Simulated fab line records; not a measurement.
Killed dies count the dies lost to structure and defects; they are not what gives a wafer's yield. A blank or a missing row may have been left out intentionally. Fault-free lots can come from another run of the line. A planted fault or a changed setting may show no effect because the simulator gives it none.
Which tool is to blame? | flow gf180mcu | 39 wafers from 13 lots sampled at 4 of the route's 602 steps

## WHAT THE GAUGES SHOWED, per wafer
GF_V5_THK_MEAS_01. Usual: V5_CVD_00_THK 299.4 nm, standard deviation 2.9.
lot  | measured     | on            | V5_CVD_00_THK (nm) | flag
L643 | day 26 09:08 | film metro-01 | 295.6 296.0 300.7  |
L644 | day 26 17:51 | film metro-02 | 294.2 302.0 298.4  |
L646 | day 27 13:55 | film metro-01 | 300.1 300.0 296.7  |
L647 | day 27 23:37 | film metro-01 | 300.6 301.0 302.4  |
L649 | day 28 12:44 | film metro-02 | 302.4 298.1 302.8  |
L650 | day 28 18:08 | film metro-03 | 297.1 299.2 298.0  |
L651 | day 28 19:43 | film metro-02 | 301.1 298.6 300.9  |
L654 | day 29 18:52 | film metro-02 | 301.6 289.7 300.1  |
L655 | day 30 07:23 | film metro-02 | 300.9 305.0 300.0  |
L656 | day 30 12:09 | film metro-03 | 296.1 295.0 303.3  |
L657 | day 30 19:19 | film metro-02 | 299.4 295.0 295.6  |
L663 | day 32 12:40 | film metro-03 | 296.9 296.6 293.0  |
L665 | day 33 02:21 | film metro-03 | 299.0 306.6 306.2  |

## TOOL THAT RAN EACH LOT (tool first, then ch and the chambers of the sampled wafers, then the start)
lot  | GF_M3_SPUTTER_01             | GF_MIM_SPUTTER_03            | GF_M5_STRIP_11
L643 | pvd sputter-04, day 20 08:17 | pvd sputter-04, day 24 12:42 | plasma asher-04 ch 1, day 26 08:28
L644 | pvd sputter-01, day 20 19:17 | pvd sputter-04, day 24 21:24 | plasma asher-02 ch 0,1, day 26 17:15
L646 | pvd sputter-02, day 21 17:46 | pvd sputter-02, day 25 18:25 | plasma asher-02 ch 0,1, day 27 13:19
L647 | pvd sputter-02, day 22 04:03 | pvd sputter-01, day 26 04:37 | plasma asher-02 ch 0,1, day 27 23:01
L649 | pvd sputter-01, day 22 20:34 | pvd sputter-04, day 26 18:55 | plasma asher-02 ch 0,1, day 28 12:04
L650 | pvd sputter-04, day 23 04:13 | pvd sputter-02, day 27 01:02 | plasma asher-02 ch 0,1, day 28 17:34
L651 | pvd sputter-04, day 23 08:05 | pvd sputter-04, day 27 02:53 | plasma asher-04 ch 0,1, day 28 19:08
L654 | pvd sputter-04, day 24 08:29 | pvd sputter-04, day 28 02:31 | plasma asher-02 ch 0,1, day 29 18:14
L655 | pvd sputter-01, day 24 21:50 | pvd sputter-04, day 28 15:32 | plasma asher-04 ch 0,1, day 30 06:48
L656 | pvd sputter-04, day 25 05:11 | pvd sputter-01, day 28 21:44 | plasma asher-02 ch 0,1, day 30 11:34
L657 | pvd sputter-01, day 25 13:02 | pvd sputter-02, day 29 04:19 | plasma asher-03 ch 0,1, day 30 18:42
L663 | pvd sputter-04, day 27 13:43 | pvd sputter-02, day 31 01:28 | plasma asher-03 ch 0,1, day 32 11:48
L665 | pvd sputter-04, day 28 04:51 | pvd sputter-04, day 31 15:46 | plasma asher-03 ch 0,1, day 33 01:46
- GF_M3_SPUTTER_01: material TiN, target thk 30 nm, time 25 s.
- GF_MIM_SPUTTER_03: material Ti, target thk 10 nm, time 6.7 s.
- GF_M5_STRIP_11: strips in O2/N2.

## WHAT THE TOOLS THEMSELVES READ (means of the sampled wafers that have a number; where no wafer has one, the mark that the record gives instead)
GF_M3_SPUTTER_01. Usual: throttle valve pct 31.1 %, standard deviation 0.68.
lot  | tool           | throttle valve pct (%) | flag
L643 | pvd sputter-04 | 30.4                   |
L644 | pvd sputter-01 | 30.7                   |
L646 | pvd sputter-02 | 31.7                   |
L647 | pvd sputter-02 | 31.7                   |
L649 | pvd sputter-01 | 30.9                   |
L650 | pvd sputter-04 | 30.8                   |
L651 | pvd sputter-04 | 30.3                   |
L654 | pvd sputter-04 | 30.9                   |
L655 | pvd sputter-01 | 31.5                   |
L656 | pvd sputter-04 | 30.0                   |
L657 | pvd sputter-01 | 31.6                   |
L663 | pvd sputter-04 | 30.3                   |
L665 | pvd sputter-04 | 30.5                   |

GF_MIM_SPUTTER_03. Usual: throttle valve pct 31.1 %, standard deviation 0.69.
lot  | tool           | throttle valve pct (%) | flag
L643 | pvd sputter-04 | 30.5                   |
L644 | pvd sputter-04 | 30.8                   |
L646 | pvd sputter-02 | 31.7                   |
L647 | pvd sputter-01 | 30.8                   |
L649 | pvd sputter-04 | 30.9                   |
L650 | pvd sputter-02 | 31.9                   |
L651 | pvd sputter-04 | 30.6                   |
L654 | pvd sputter-04 | 30.5                   |
L655 | pvd sputter-04 | 29.9                   |
L656 | pvd sputter-01 | 30.5                   |
L657 | pvd sputter-02 | 31.6                   |
L663 | pvd sputter-02 | 31.7                   |
L665 | pvd sputter-04 | 30.5                   |

GF_M5_STRIP_11. Usual: drypump motor current A 5.5 A, standard deviation 0.38; heater power w 330 W, standard deviation 53; oes product au 0.545 a.u., standard deviation 0.0055; strip time to endpoint s 7.57 s, standard deviation 0.057.
lot  | tool            | drypump motor current A (A) | heater power w (W) | oes product au (a.u.) | strip time to endpoint s (s) | flag
L643 | plasma asher-04 | 5.1                         | 459                | 0.543                 | 7.56                         |
L644 | plasma asher-02 | 5.3                         | 299                | 0.546                 | 7.57                         |
L646 | plasma asher-02 | 5.3                         | 299                | 0.547                 | 7.60                         |
L647 | plasma asher-02 | 5.3                         | 301                | 0.542                 | 7.55                         |
L649 | plasma asher-02 | 5.3                         | 310                | 0.545                 | 7.55                         |
L650 | plasma asher-02 | 5.3                         | 295                | 0.546                 | 7.57                         |
L651 | plasma asher-04 | 5.4                         | 356                | 0.539                 | 7.50                         |
L654 | plasma asher-02 | 5.3                         | 302                | 0.536                 | 7.47                         |
L655 | plasma asher-04 | 5.4                         | 364                | 0.542                 | 7.59                         |
L656 | plasma asher-02 | 5.3                         | 302                | 0.541                 | 7.46                         |
L657 | plasma asher-03 | 6.1                         | 325                | 0.548                 | 7.65                         |
L663 | plasma asher-03 | 5.9                         | 320                | 0.547                 | 7.58                         |
L665 | plasma asher-03 | 6.1                         | 323                | 0.546                 | 7.59                         |

## THE ANSWER, worked out from the rows above alone
Rule: take the mean of a lot's wafers that have a number; if it is more than 3 standard deviations from the usual mean, the lot is off. A lot without any number at a reading at which 4 lots or more have one is off too. All remaining lots with rows at the step are treated as sound. Order of review: gauges by route order, followed by the tools' own readings, for which a lot's mean as printed above is used. The first step at which some lot is off is used, and at that step the reading that is off furthest; a lot without a number counts as furthest.
No lot is off on any of the readings shown, so nothing can be concluded from this.

## WHAT THE SIMULATOR PUT IN
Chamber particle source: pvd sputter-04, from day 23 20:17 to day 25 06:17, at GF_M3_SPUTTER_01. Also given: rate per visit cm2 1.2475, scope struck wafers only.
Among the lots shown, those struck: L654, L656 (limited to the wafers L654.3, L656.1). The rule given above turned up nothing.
